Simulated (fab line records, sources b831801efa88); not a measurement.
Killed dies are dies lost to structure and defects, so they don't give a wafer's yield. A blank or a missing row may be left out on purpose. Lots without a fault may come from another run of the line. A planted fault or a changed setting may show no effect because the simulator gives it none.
Tool commonality check | flow gf180mcu | 10 lots, 36 wafers sampled

WHY IT WAS OPENED
At GF_V2_RS_MEAS_24 the reading V2_W_RS is flagged on 2 of 10 lots. Wafers without a fault read 0.331 ohm/sq, standard deviation 0.0032.
Rule: a lot is flagged when every wafer of it that has a number lies more than 4 standard deviations from that mean, or none has a number. The other lots count as sound.

lot  | measured     | on            | V2_W_RS (ohm/sq), wafer by wafer    | flag
L163 | day 20 06:45 | film_metro-01 | 0.335 0.335 0.334                   |
L168 | day 22 15:29 | film_metro-03 | 0.330 0.326 0.331                   |
L170 | day 23 05:51 | film_metro-01 | 0.331 0.335 0.332                   |
L172 | day 24 02:01 | film_metro-03 | 0.335 0.333 0.335                   |
L175 | day 24 15:40 | film_metro-02 | 0.326 0.335 0.335                   |
L177 | day 25 08:14 | film_metro-01 | 0.335 0.334 0.334                   |
L178 | day 25 15:55 | film_metro-03 | 0.341 0.338 0.339                   |
L182 | day 26 19:56 | film_metro-03 | 0.266 0.267 0.265 0.266 0.267 0.265 | FLAGGED
L183 | day 27 06:37 | film_metro-03 | 0.262 0.264 0.262 0.262 0.264 0.262 | FLAGGED
L186 | day 27 21:53 | film_metro-03 | 0.332 0.334 0.328                   |
The numbers of the flagged lots are 0.264 ohm/sq on average: -0.067 ohm/sq against the usual, or -21 standard deviations.

WHICH TOOL RAN EACH LOT
The record holds 1 process step before the reading, out of a route of 602 steps. In each cell: the tool, then ch and the chambers that the sampled wafers went through, then the start.
lot  | flag    | GF_V2_CVD_23
L163 |         | cvd_w-01 ch 0,1, day 20 06:37
L168 |         | cvd_w-02 ch 0,1, day 22 15:21
L170 |         | cvd_w-01 ch 0,1, day 23 05:44
L172 |         | cvd_w-01 ch 0,1, day 24 01:55
L175 |         | cvd_w-02 ch 1, day 24 15:34
L177 |         | cvd_w-02 ch 1, day 25 08:00
L178 |         | cvd_w-01 ch 0, day 25 15:48
L182 | FLAGGED | cvd_w-02 ch 0,1, day 26 19:37
L183 | FLAGGED | cvd_w-02 ch 0,1, day 27 06:30
L186 |         | cvd_w-01 ch 0,1, day 27 21:46
What these steps do:
- GF_V2_CVD_23: deposits W, target thk 350 nm, time 104.94 s.
- GF_V2_RS_MEAS_24: measures by four-point-probe.

FLAGGED OVER TOTAL, TOOL BY TOOL (the gauges that took the reading come last)
step             | tool          | lots run | flagged | share of the flagged lots | sound lots run after its first flagged lot
GF_V2_CVD_23     | cvd_w-01      | 5        | 0       | none                      | -
GF_V2_CVD_23     | cvd_w-02      | 5        | 2       | all                       | 0
GF_V2_RS_MEAS_24 | film_metro-01 | 3        | 0       | none                      | -
GF_V2_RS_MEAS_24 | film_metro-02 | 1        | 0       | none                      | -
GF_V2_RS_MEAS_24 | film_metro-03 | 6        | 2       | all                       | 1 (L186)

WHAT THE TABLE ALLOWS
2 rows of the table ran every flagged lot: cvd_w-02 at GF_V2_CVD_23, film_metro-03 at GF_V2_RS_MEAS_24.
- cvd_w-02 at GF_V2_CVD_23: 2 of its 5 lots flagged. Its last sound lot is L177 (day 25 08:00), its first flagged lot L182 (day 26 19:37): a fault that began between those two fits. Its own readings lie more than 4 standard deviations out on every wafer of the flagged lots: susceptor_temp_C.
- film_metro-03 at GF_V2_RS_MEAS_24: 2 of its 6 lots flagged. Sound lots ran on it after the first flagged one (L186), which a lasting fault on the whole tool wouldn't allow.
One tool is left: cvd_w-02 at GF_V2_CVD_23.

WHAT THE SIMULATOR HAD PUT IN
Process parameter drift: cvd_w-02, from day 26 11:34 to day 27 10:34, at GF_V2_CVD_23. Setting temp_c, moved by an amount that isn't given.
Lots struck among those shown: L182, L183. The rule above found the same.
